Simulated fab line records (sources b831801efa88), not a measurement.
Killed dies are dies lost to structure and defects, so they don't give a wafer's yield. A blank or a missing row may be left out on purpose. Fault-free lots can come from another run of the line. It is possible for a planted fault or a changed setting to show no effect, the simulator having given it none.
fab line records ; flow sky130
record: lots: 14; wafers: 42; last_day: 50
route steps=708 shown METAL3@565 VIA3@575
lots with no fault: from the same line, run without faults
start_h: hours from the record's first day to the start of the lot's first wafer shown ; wait_h: hours from the lot's prior step to this one ; " same as the row above ; L1.1+2: a single row standing in for several wafers ; - value missing, or start not given ; * or withheld: withheld ; < > ~ a bound
route shown NAME@n: NAME is a module with steps in the file, n the number in the route of the first one ; usual: mean/standard deviation taken from wafers without a fault ; same: alike in all rows ; chamber/n: place in a boat ; sites: each site's reading ; _std_site: the values' standard deviation ; _edge_site: mean of outer sites minus mean of inner sites ; radius_mm: how far each site lies from the wafer's centre ; mask NAME#n: copy n ; behind: the last tool/chamber to shape the wafer ; hold: cause of the lot's hold/its duration in hours/its outcome ; device: names the non-switching transistor (n, p or np) ; end of line: the route-end tests of the same wafers ; step lacking rows: just its recipe ; killed: at the first sort, the dies lost to defects and structure; wafer yield is something else ; map: a wafer's dies, x killed, . not, _ none there
set.NAME: the run value of the setting; set.NAME@STEP: its run value at that earlier step ; model.NAME: the simulator's own value behind a step, which no gauge read
route steps across a sampled set of lots; one table per step, one row per wafer
services: from which hour (start_h, from the record's first day; less than 0 if before it) a tool's chamber was out of use, for how many hours, and why
== steps ==
step: SKY_METAL3_DESCUM_15
recipe: chemistry: O2; source_power_w: 150; bias_power_w: 0; pressure_mtorr: 10; temp_c: 40; time_s: 8
usual: drypump_motor_current_A: 5.8/0.48; oes_product_au: 0.998/0.0079; temp_c: 39.99/0.11
lot.wafer;tool;chamber;start_h;wait_h;drypump_motor_current_A;oes_product_au;rf_hours_counter_h;temp_c
L701.2;rie_metal-01;0;925.90;0.0;5.9;0.996;9;39.70
L701.3;rie_metal-01;0;925.90;0.0;5.9;1.006;-;39.83
L701.5;rie_metal-01;1;925.90;0.0;6.2;0.995;-;40.22
L702.1;rie_metal-01;1;939.31;0.0;6.1;0.988;14;39.91
L702.4;rie_metal-01;0;939.31;0.0;5.9;1.004;-;39.90
L702.5;rie_metal-01;1;939.31;0.0;6.1;0.981;-;40.02
L704.3;rie_metal-01;0;947.04;0.0;5.9;0.995;-;39.98
L704.4;rie_metal-01;1;947.04;0.0;6.1;0.984;-;39.99
L704.5;rie_metal-01;0;947.04;0.0;5.9;0.999;-;40.17
L706.1;rie_metal-04;1;959.45;0.0;5.1;1.012;6;39.90
L706.2;rie_metal-04;0;959.45;0.0;5.6;0.994;9;40.12
L706.3;rie_metal-04;0;959.45;0.0;5.6;1.006;-;40.08
L707.2;rie_metal-04;0;970.27;0.0;5.5;1.004;10;40.11
L707.4;rie_metal-04;0;970.27;0.0;5.5;1.001;-;40.10
L707.6;rie_metal-04;1;970.27;0.0;5.0;1.014;-;39.99
L708.1;rie_metal-02;1;972.02;0.0;6.6;1.000;5;40.07
L708.3;rie_metal-02;0;972.02;0.0;5.2;1.002;-;39.88
L708.5;rie_metal-02;1;972.02;0.0;6.6;0.998;-;39.97
L709.1;rie_metal-01;0;980.67;0.0;5.9;0.997;12;39.95
L709.4;rie_metal-01;1;980.67;0.0;6.1;0.995;-;40.02
L709.6;rie_metal-01;1;980.67;0.0;6.1;0.993;-;39.83
L710.1;rie_metal-04;0;985.85;0.0;5.6;0.995;11;40.02
L710.3;rie_metal-04;1;985.85;0.0;5.0;1.006;-;39.97
L710.5;rie_metal-04;1;985.85;0.0;5.1;1.005;-;40.06
L711.3;rie_metal-02;1;993.08;0.0;6.5;1.001;-;40.07
L711.4;rie_metal-02;0;993.08;0.0;5.2;0.998;-;40.02
L711.5;rie_metal-02;1;993.08;0.0;6.6;1.020;-;40.14
L713.1;rie_metal-04;0;1005.10;0.0;5.6;0.989;13;40.06
L713.4;rie_metal-04;1;1005.10;0.0;5.0;1.005;-;39.95
L713.6;rie_metal-04;1;1005.10;0.0;5.1;0.999;-;40.10
L717.1;rie_metal-04;0;1024.80;0.0;5.6;1.007;14;39.96
L717.2;rie_metal-04;1;1024.80;0.0;5.1;1.006;10;39.93
L717.3;rie_metal-04;0;1024.80;0.0;5.6;0.992;-;40.13
L718.2;rie_metal-01;1;1032.96;0.0;6.1;0.984;20;40.09
L718.3;rie_metal-01;0;1032.96;0.0;5.9;1.003;-;39.89
L718.4;rie_metal-01;1;1032.96;0.0;6.1;0.987;-;40.14
L719.2;rie_metal-01;1;1040.12;0.0;6.1;0.984;21;39.99
L719.5;rie_metal-01;1;1040.12;0.0;6.1;0.992;-;39.73
L719.6;rie_metal-01;0;1040.12;0.0;5.9;0.994;-;39.96
L721.4;rie_metal-04;1;1053.81;0.0;5.1;1.006;-;39.96
L721.5;rie_metal-04;0;1053.81;0.0;5.6;0.993;-;40.23
L721.6;rie_metal-04;1;1053.81;0.0;5.1;0.984;-;40.00
step: SKY_VIA3_CMP_02
recipe: material: SiO2; down_force_psi: 4; platen_rpm: 60; pad_velocity_m_s: 0.94248
usual: motor_current_A: 11.9/1.2
lot.wafer;tool;chamber;start_h;wait_h;motor_current_A
L701.2;cmp-02;2;927.23;0.0;10.3
L701.3;cmp-02;1;927.23;0.0;11.3
L701.5;cmp-02;2;927.23;0.0;9.8
L702.1;cmp-02;2;940.51;0.1;9.6
L702.4;cmp-02;3;940.51;0.1;10.9
L702.5;cmp-02;2;940.51;0.1;10.1
L704.4;cmp-02;2;948.65;0.0;10.2
L704.3;cmp-02;0;948.65;0.0;11.1
L704.5;cmp-02;2;948.65;0.0;10.4
L706.3;cmp-01;3;960.60;0.0;12.2
L706.1;cmp-01;0;960.60;0.0;13.7
L706.2;cmp-01;1;960.60;0.0;11.1
L707.4;cmp-01;2;971.47;0.1;13.9
L707.2;cmp-01;3;971.47;0.1;12.8
L707.6;cmp-01;2;971.47;0.1;13.3
L708.3;cmp-01;3;973.17;0.0;11.8
L708.1;cmp-01;1;973.17;0.0;11.8
L708.5;cmp-01;0;973.17;0.0;13.9
L709.4;cmp-01;2;982.10;0.1;13.6
L709.1;cmp-01;3;982.10;0.1;12.7
L709.6;cmp-01;0;982.10;0.1;13.8
L710.1;cmp-01;3;987.09;0.1;12.1
L710.3;cmp-01;1;987.09;0.1;11.5
L710.5;cmp-01;3;987.09;0.1;11.5
L711.3;cmp-02;1;994.54;0.4;11.3
L711.4;cmp-02;2;994.54;0.4;9.6
L711.5;cmp-02;3;994.54;0.4;10.5
L713.4;cmp-02;0;1006.30;0.1;12.0
L713.1;cmp-02;2;1006.30;0.1;10.2
L713.6;cmp-02;3;1006.30;0.1;10.7
L717.2;cmp-02;2;1026.04;0.1;9.9
L717.3;cmp-02;3;1026.04;0.1;11.1
L717.1;cmp-02;0;1026.04;0.1;11.6
L718.4;cmp-01;0;1034.11;0.0;13.5
L718.3;cmp-01;2;1034.11;0.0;13.7
L718.2;cmp-01;3;1034.11;0.0;11.8
L719.2;cmp-01;1;1041.30;0.0;11.2
L719.5;cmp-01;1;1041.30;0.0;11.4
L719.6;cmp-01;2;1041.30;0.0;13.4
L721.4;cmp-02;1;1055.11;0.2;11.6
L721.6;cmp-02;2;1055.11;0.2;10.1
L721.5;cmp-02;3;1055.11;0.2;10.6
step: SKY_VIA3_OVL_MEAS_13
usual: VIA3_OVL: 0/5.3
lot.wafer;tool;chamber;start_h;wait_h;VIA3_OVL[nm]
L701.2;overlay-01;-;951.29;0.1;-6
L701.3;overlay-01;-;951.29;0.1;-5
L701.5;overlay-01;-;951.29;0.1;-7
L702.1;overlay-01;-;964.84;0.1;-7
L702.4;overlay-01;-;964.84;0.1;2
L702.5;overlay-01;-;964.84;0.1;-2
L704.3;overlay-01;-;972.93;0.1;-17
L704.4;overlay-01;-;972.93;0.1;7
L704.5;overlay-01;-;972.93;0.1;-5
L706.1;overlay-01;-;984.95;0.1;1
L706.2;overlay-01;-;984.95;0.1;4
L706.3;overlay-01;-;984.95;0.1;-9
L707.2;overlay-02;-;996.26;0.1;4
L707.4;overlay-02;-;996.26;0.1;-7
L707.6;overlay-02;-;996.26;0.1;-2
L708.1;overlay-01;-;997.40;0.1;-1
L708.3;overlay-01;-;997.40;0.1;-8
L708.5;overlay-01;-;997.40;0.1;-3
L709.1;overlay-01;-;1005.59;0.1;7
L709.4;overlay-01;-;1005.59;0.1;14
L709.6;overlay-01;-;1005.59;0.1;13
L710.1;overlay-01;-;1010.42;0.1;0
L710.3;overlay-01;-;1010.42;0.1;-5
L710.5;overlay-01;-;1010.42;0.1;-2
L711.3;overlay-01;-;1018.00;0.1;1
L711.4;overlay-01;-;1018.00;0.1;0
L711.5;overlay-01;-;1018.00;0.1;-2
L713.1;overlay-01;-;1028.69;0.1;-3
L713.4;overlay-01;-;1028.69;0.1;-6
L713.6;overlay-01;-;1028.69;0.1;-3
L717.1;overlay-01;-;1048.99;0.1;-2
L717.2;overlay-01;-;1048.99;0.1;1
L717.3;overlay-01;-;1048.99;0.1;-1
L718.2;overlay-02;-;1056.78;0.1;4
L718.3;overlay-02;-;1056.78;0.1;3
L718.4;overlay-02;-;1056.78;0.1;-1
L719.2;overlay-01;-;1064.43;0.1;-1
L719.5;overlay-01;-;1064.43;0.1;0
L719.6;overlay-01;-;1064.43;0.1;4
L721.4;overlay-01;-;1077.30;0.1;1
L721.5;overlay-01;-;1077.30;0.1;9
L721.6;overlay-01;-;1077.30;0.1;-1
step: SKY_VIA3_CMP_24
recipe: stop_on: SiO2; t_overpolish_s: 20; down_force_psi: 3.5; platen_rpm: 60; target_thk_nm: 0; pad_velocity_m_s: 0.94248
usual: motor_current_A: 11.0/1; overpolish_run_s: 20.000/0.0099; time_to_endpoint_s: 93/3.5
lot.wafer;tool;chamber;start_h;wait_h;motor_current_A;overpolish_run_s;time_to_endpoint_s
L701.2;cmp-02;1;952.38;0.0;10.6;20.004;96
L701.3;cmp-02;0;952.38;0.0;11.1;20.010;95
L701.5;cmp-02;1;952.38;0.0;10.4;20.002;96
L702.4;cmp-01;0;966.05;0.1;12.3;19.990;92
L702.1;cmp-01;2;966.05;0.1;12.3;19.992;92
L702.5;cmp-01;3;966.05;0.1;10.8;19.989;94
L704.4;cmp-01;3;974.07;0.1;10.2;20.004;86
L704.3;cmp-01;0;974.07;0.1;11.8;19.994;89
L704.5;cmp-01;2;974.07;0.1;11.9;20.008;90
L706.2;cmp-01;2;986.05;0.0;12.3;20.009;88
L706.3;cmp-01;3;986.05;0.0;10.5;19.990;89
L706.1;cmp-01;0;986.05;0.0;12.8;20.015;91
L707.4;cmp-01;0;997.36;0.0;12.0;20.002;89
L707.2;cmp-01;2;997.36;0.0;12.7;20.001;91
L707.6;cmp-01;0;997.36;0.0;11.9;20.005;94
L708.1;cmp-01;3;998.62;0.1;11.0;20.009;89
L708.3;cmp-01;2;998.62;0.1;12.3;19.995;92
L708.5;cmp-01;3;998.62;0.1;10.7;20.000;92
L709.4;cmp-01;1;1006.89;0.1;10.9;20.007;92
L709.1;cmp-01;2;1006.89;0.1;12.0;20.001;88
L709.6;cmp-01;1;1006.89;0.1;11.1;20.010;92
L710.1;cmp-02;2;1011.62;0.1;9.2;20.000;96
L710.3;cmp-02;3;1011.62;0.1;10.1;20.010;96
L710.5;cmp-02;1;1011.62;0.1;10.5;20.008;96
L711.4;cmp-01;3;1019.13;0.1;11.0;19.995;91
L711.3;cmp-01;0;1019.13;0.1;12.1;20.000;93
L711.5;cmp-01;2;1019.13;0.1;12.8;19.999;93
L713.1;cmp-01;0;1029.82;0.1;12.1;19.993;94
L713.4;cmp-01;3;1029.82;0.1;10.5;0.036;149
L713.6;cmp-01;1;1029.82;0.1;10.9;20.004;101
L717.1;cmp-02;3;1050.12;0.1;10.0;20.011;93
L717.3;cmp-02;0;1050.12;0.1;10.7;20.002;96
L717.2;cmp-02;2;1050.12;0.1;9.5;19.981;99
L718.3;cmp-02;2;1057.87;0.0;9.1;20.001;96
L718.4;cmp-02;0;1057.87;0.0;10.1;19.983;95
L718.2;cmp-02;1;1057.87;0.0;10.3;19.998;97
L719.2;cmp-01;0;1065.62;0.1;12.8;20.010;92
L719.5;cmp-01;2;1065.62;0.1;12.2;0.035;149
L719.6;cmp-01;3;1065.62;0.1;11.2;20.010;91
L721.4;cmp-02;1;1078.48;0.1;10.3;20.001;100
L721.5;cmp-02;3;1078.48;0.1;10.1;19.995;93
L721.6;cmp-02;0;1078.48;0.1;10.4;20.020;100
== services ==
tool;chamber;start_h;hours;kind
cmp-02;-;907.98;4.4;repair
cmp-02;-;912.37;4.0;pm
cmp-02;-;916.37;-;consumable_replace:conditioner
cmp-02;-;916.37;-;consumable_replace:pad
cmp-02;-;921.19;4.5;pm
rie_metal-04;1;925.21;2.4;repair
rie_metal-02;-;939.08;1.9;repair
cmp-02;-;970.90;11.5;pm
rie_metal-04;1;975.93;7.1;repair
cmp-01;-;991.06;3.6;repair
cmp-02;-;1009.17;2.3;repair
cmp-02;-;1026.43;2.1;repair
rie_metal-02;-;1035.55;1.0;repair
cmp-01;-;1036.35;3.8;repair
cmp-01;-;1036.82;4.3;repair
cmp-01;-;1038.90;1.0;repair
rie_metal-01;-;1055.58;0.8;repair
== key ==
first_sign: step: SKY_VIA3_CMP_24; reading: overpolish_run_s; direction: down; sigmas: 99+; usual: 20.000; struck: 0.035
effect: step: SKY_VIA3_CMP_24; reading: time_to_endpoint_s; direction: up; sigmas: 16; usual: *; struck: *
met_at SKY_VIA3_CMP_24
struck_lots L713,L719
struck_wafers L713.4,L719.5
later_rows_left_out L713.4,L719.5
sort_left_out L713.4,L719.5
not_acting_at SKY_METAL3_DESCUM_15,SKY_VIA3_CMP_02,SKY_VIA3_OVL_MEAS_13
onset_between 1019.13 1029.82
fault: kind: process_parameter_drift; tool: cmp-01; chamber: -; onset_h: 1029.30; steps: SKY_VIA3_CMP_24; channel: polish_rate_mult; offset: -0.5; shape: step; end_h: 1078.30; scope: struck_wafers_only
sort_left_out: the simulated sort isn't trusted on such a fault, so these wafers' sort isn't shown, and their yield isn't known
later_rows_left_out: the simulator's readings of these wafers behind a module that went badly wrong aren't trusted and aren't shown, but for the sort
